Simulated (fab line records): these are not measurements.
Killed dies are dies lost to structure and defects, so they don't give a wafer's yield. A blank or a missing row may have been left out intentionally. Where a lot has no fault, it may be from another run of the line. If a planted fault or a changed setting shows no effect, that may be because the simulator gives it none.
A struck lot beside a sound one	flow sky130	24 steps out of a route of 708
Sound: wafers L217.2, L217.4, L217.5. Wafers struck: L223.4, L223.5, L223.6. The cause is given at the end.
For every step that has rows: the tool of each side, followed by ch and its chambers, followed by its first start. Under that, the readings that differ: sound wafers	struck wafers	difference of the means	sigmas: that difference in standard deviations of wafers without a fault.
alike: words and numbers the same on both sides, and readings whose means are apart by under 2 such deviations; not compared: readings that were withheld, readings missing a value for some wafer, numbers with overlapping values and no deviation given by the record, and bounds like >300 which may hide the same value.
A row with sigmas, a row that says differs or no value, or rows on one side alone: a step with any of these is where the two part. Numbers that have no deviation but don't overlap get no sigmas and don't part them. A reading missing from all wafers of one side parts the sides only when that side holds two or more wafers.

first, 2 steps without rows for these wafers: SKY_POLY_GATE_CLEAN_19 (cleans in SC1/SC2, time 150 s); SKY_POLY_GATE_OXIDATION_20 (stabilise 600 s, purge 300 s, target thk 4 nm).
SKY_POLY_GATE_THK_MEAS_21:
  struck on film_metro-03, day 21 05:56; sound on film_metro-03, day 18 06:07
  alike: POLY_GATE_OXIDATION_THK
SKY_POLY_GATE_CD_MEAS_22:
  struck on cd_sem-01, day 21 06:03; sound on cd_sem-01, day 18 06:11
  alike: cd_nm
then, 7 steps without rows for these wafers: SKY_LDD_N_DEHYDRATE_00 (time 60 s); SKY_LDD_N_HMDS_01 (prime time 60 s); SKY_LDD_N_COAT_02 (resist thk 300 nm); SKY_LDD_N_SOFTBAKE_03 (time 60 s); SKY_LDD_N_EXPOSE_04 (exposes mask NTM, target cd 840 nm); SKY_LDD_N_PEB_05; SKY_LDD_N_DEVELOP_06 (develop time 60 s).
SKY_LDD_N_OVL_MEAS_07:
  struck on overlay-02, day 22 12:36; sound on overlay-01, day 19 11:56
  alike: LDD_N_OVL
SKY_LDD_N_IMPLANT_08:
  sound on implanter-04 ch 0, day 19 11:59; struck on implanter-04 ch 0, day 22 12:41
reading	sound	struck	difference	sigmas
beam_on_s (s)	9.82 9.71 9.96	90.39 89.78 91.65	+80.78	+99 or more
dose_ions_cm2	7.494e+13 7.497e+13 7.491e+13	8.334e+14 8.3328e+14 8.3333e+14	+7.584e+14	+99 or more
faraday_current_uA	432 435 424	519 522 514	+88	+10
  alike: beam_energy_keV
then, 7 steps without rows for these wafers: SKY_LDD_N_IMPLANT_09; SKY_LDD_N_IMPLANT_10; SKY_LDD_N_IMPLANT_11; SKY_LDD_N_IMPLANT_12; SKY_LDD_N_IMPLANT_13; SKY_LDD_N_IMPLANT_14; SKY_LDD_N_IMPLANT_15.
SKY_LDD_N_STRIP_16: strips in O2/N2.
  sound on plasma_asher-04 ch 0,1, day 19 13:10; struck on plasma_asher-04 ch 0,1, day 22 13:51
reading	sound	struck	difference	sigmas
strip_time_to_endpoint_s (s)	4.344 4.348 4.340	5.865 5.860 5.855	+1.516	+84
  alike: drypump_motor_current_A, oes_product_au
  not compared: rf_hours_counter_h
SKY_LDD_N_TW_MEAS_17:
  struck on film_metro-01, day 22 13:57; sound on film_metro-04, day 19 13:17
reading	sound	struck	difference	sigmas
LDD_N_TW	2625 2601 2606	3036 3027 3028	+420	+21
then, 1 step without rows for these wafers: SKY_LDD_P_DEHYDRATE_00 (time 60 s).
-- here the record skips 26 days between the struck wafers' starts before and after, leaving off in module LDD_P and picking up in module PAD_OPEN (first step shown: number 708 of the route) --
SKY_PAD_OPEN_PROBE_99:
  struck on prober-01, day 49 01:25; sound on prober-01, day 47 02:50
reading	sound	struck	difference	sigmas
model.etest.tip_n.rs_ohm_sq	442.6 437.7 437	240.7 239.2 240.4	-199.0	
model.etest.nfet_01v8.r_on_ohm_um	825.6 844.6 838.9	721.7 742.2 723.5	-107.2	
model.etest.nfet_01v8_lvt.drive_ua_um	575.8 570.9 568	679.4 655.6 678.4	+99.6	
model.etest.nfet_01v8_turned.drive_ua_um	504.3 502 506.9	602.6 584.8 610.5	+94.9	
model.etest.nfet_01v8.drive_ua_um	501.4 501.1 504.3	601 586.4 605.3	+95	
model.etest.sram_nfet_pass.drive_ua_um	508.4 492.9 491.8	565.4 558.9 580.5	+70.6	
model.etest.nfet_01v8_swapped.drive_ua_um	502.9 499.1 501.1	587.8 566.1 581.8	+77.5	
model.etest.licon_ndiff.rc_ohm	186.4 182.9 189.6	169.3 178.2 181.5	-10.0	
  alike: killed_at_M0_to_M3, killed_at_M4_up, killed_at_contacts, killed_at_front_end, killed_at_other, killed_dies, killed_open, killed_short

## WHERE THEY PART
Earliest at SKY_LDD_N_IMPLANT_08; latest, in this record, at SKY_LDD_N_TW_MEAS_17. Later steps at which nothing parts them and some readings are alike: SKY_PAD_OPEN_PROBE_99.

WHY: what the simulator had put in
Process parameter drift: implanter-04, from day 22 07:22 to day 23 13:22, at SKY_LDD_N_IMPLANT_08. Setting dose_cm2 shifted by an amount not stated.
